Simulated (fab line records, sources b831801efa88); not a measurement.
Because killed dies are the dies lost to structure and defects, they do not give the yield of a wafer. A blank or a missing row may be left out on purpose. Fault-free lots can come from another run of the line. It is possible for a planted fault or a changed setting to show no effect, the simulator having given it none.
Struck lot and sound lot, side by side / flow sky130 / 26 out of 708 route steps
Sound: these wafers, L267.1, L267.4, L267.6. The struck wafers were L274.4, L274.5, L274.6. The cause comes at the end.
Order at every step that has rows: each side's tool, ch and its chambers, its first start. Under that, the readings that differ: sound wafers / struck wafers / difference of the means / sigmas: that difference in standard deviations of wafers without a fault.
alike: readings with means less than 2 such deviations apart, plus words and numbers identical on both sides. not compared: withheld readings, readings lacking a value on some wafer, bounds such as >300 that could conceal the same value, and numbers that have no deviation in the record and whose values overlap.
The two part at a step that has a row with sigmas, a row that says differs or no value, or rows on one side only. When numbers do not overlap yet have no deviation, they are printed without sigmas and do not part them. A reading that every wafer of one side lacks parts them only if that side has two wafers or more.

SKY_VT_ADJUST_NCORE_STRIP_10: strips in O2/N2.
  sound on plasma_asher-04 ch 0,1, day 10 19:11; struck on plasma_asher-02 ch 0,1, day 13 01:43
  alike: chamber_pressure_mTorr, drypump_motor_current_A, oes_product_au, strip_time_to_endpoint_s
  not compared: rf_hours_counter_h
SKY_VT_ADJUST_NCORE_TW_MEAS_11:
  struck on film_metro-01, day 13 01:49; sound on film_metro-01, day 10 19:17
  alike: VT_ADJUST_NCORE_TW
then, 7 steps without rows for these wafers: SKY_VT_ADJUST_HVTR_DEHYDRATE_00 (time 60 s); SKY_VT_ADJUST_HVTR_HMDS_01 (prime time 60 s); SKY_VT_ADJUST_HVTR_COAT_02 (resist thk 1140 nm); SKY_VT_ADJUST_HVTR_SOFTBAKE_03 (time 60 s); SKY_VT_ADJUST_HVTR_EXPOSE_04 (exposes mask HVTRM, target cd 380 nm); SKY_VT_ADJUST_HVTR_PEB_05; SKY_VT_ADJUST_HVTR_DEVELOP_06 (develop time 60 s).
SKY_VT_ADJUST_HVTR_CD_MEAS_07: the cd target is 380 nm.
  struck on cd_sem-02, day 14 03:08; sound on cd_sem-02, day 11 18:49
  alike: cd_nm
SKY_VT_ADJUST_HVTR_OVL_MEAS_08:
  struck on overlay-02, day 14 03:13; sound on overlay-02, day 11 18:56
reading=VT_ADJUST_HVTR_OVL (nm); sound=-4.4 -4.0 -4.3; struck=-0.4 0.2 0.9; difference=+4.5; sigmas=+3
after that, 1 step had no rows for these wafers: SKY_VT_ADJUST_HVTR_IMPLANT_09.
SKY_VT_ADJUST_HVTR_STRIP_10: strips in O2/N2.
  sound on plasma_asher-01 ch 1, day 11 19:07; struck on plasma_asher-02 ch 0,1, day 14 03:25
  no value came back on the struck wafers for chamber_pressure_mTorr (mTorr), drypump_motor_current_A (A), oes_product_au (a.u.), strip_time_to_endpoint_s (s); on the sound wafers chamber_pressure_mTorr (mTorr) reads 1497.9 1500.0 1501.6
reading=model.NOVOLAK_of_VT_ADJUST_HVTR_COAT_02.thk_nm (nm); sound=0 0 0; struck=1141 1141 1137; difference=+1140; sigmas=
  not compared: rf_hours_counter_h
SKY_VT_ADJUST_HVTR_TW_MEAS_11:
  struck on film_metro-02, day 14 03:31; sound on film_metro-04, day 11 19:13
reading=VT_ADJUST_HVTR_TW; sound=211.5 211.7 211.8; struck=209.2 208.9 207.5; difference=-3.1; sigmas=-3
then, 7 steps without rows for these wafers: SKY_VT_ADJUST_PCH_DEHYDRATE_00 (time 60 s); SKY_VT_ADJUST_PCH_HMDS_01 (prime time 60 s); SKY_VT_ADJUST_PCH_COAT_02 (resist thk 3000 nm); SKY_VT_ADJUST_PCH_SOFTBAKE_03; SKY_VT_ADJUST_PCH_EXPOSE_04 (exposes mask NWM, target cd 840 nm); SKY_VT_ADJUST_PCH_PEB_05; SKY_VT_ADJUST_PCH_DEVELOP_06 (develop time 60 s).
SKY_VT_ADJUST_PCH_OVL_MEAS_07:
  struck on overlay-02, day 15 05:37; sound on overlay-01, day 12 18:02
  alike: VT_ADJUST_PCH_OVL
after that, 1 step had no rows for these wafers: SKY_VT_ADJUST_PCH_IMPLANT_08.
SKY_VT_ADJUST_PCH_STRIP_09: strips in O2/N2.
  sound on plasma_asher-02 ch 1, day 12 18:13; struck on plasma_asher-04 ch 0,1, day 15 05:49
reading=strip_time_to_endpoint_s (s); sound=37.03 37.05 37.07; struck=53.89 54.01 53.94; difference=+16.90; sigmas=+99 or more
  alike: chamber_pressure_mTorr, drypump_motor_current_A, oes_product_au
  not compared: rf_hours_counter_h
SKY_VT_ADJUST_PCH_TW_MEAS_10:
  struck on film_metro-02, day 15 05:55; sound on film_metro-02, day 12 18:19
reading=VT_ADJUST_PCH_TW; sound=141.3 141.1 140.8; struck=29.7 29.7 29.8; difference=-111.3; sigmas=-99 or more
then, 1 step without rows for these wafers: SKY_SONOS_TUNNEL_DEHYDRATE_00 (time 60 s).

== WHERE THEY PART ==
First at SKY_VT_ADJUST_HVTR_OVL_MEAS_08; last, within this record, at SKY_VT_ADJUST_PCH_TW_MEAS_10.

WHY: what the simulator had put in
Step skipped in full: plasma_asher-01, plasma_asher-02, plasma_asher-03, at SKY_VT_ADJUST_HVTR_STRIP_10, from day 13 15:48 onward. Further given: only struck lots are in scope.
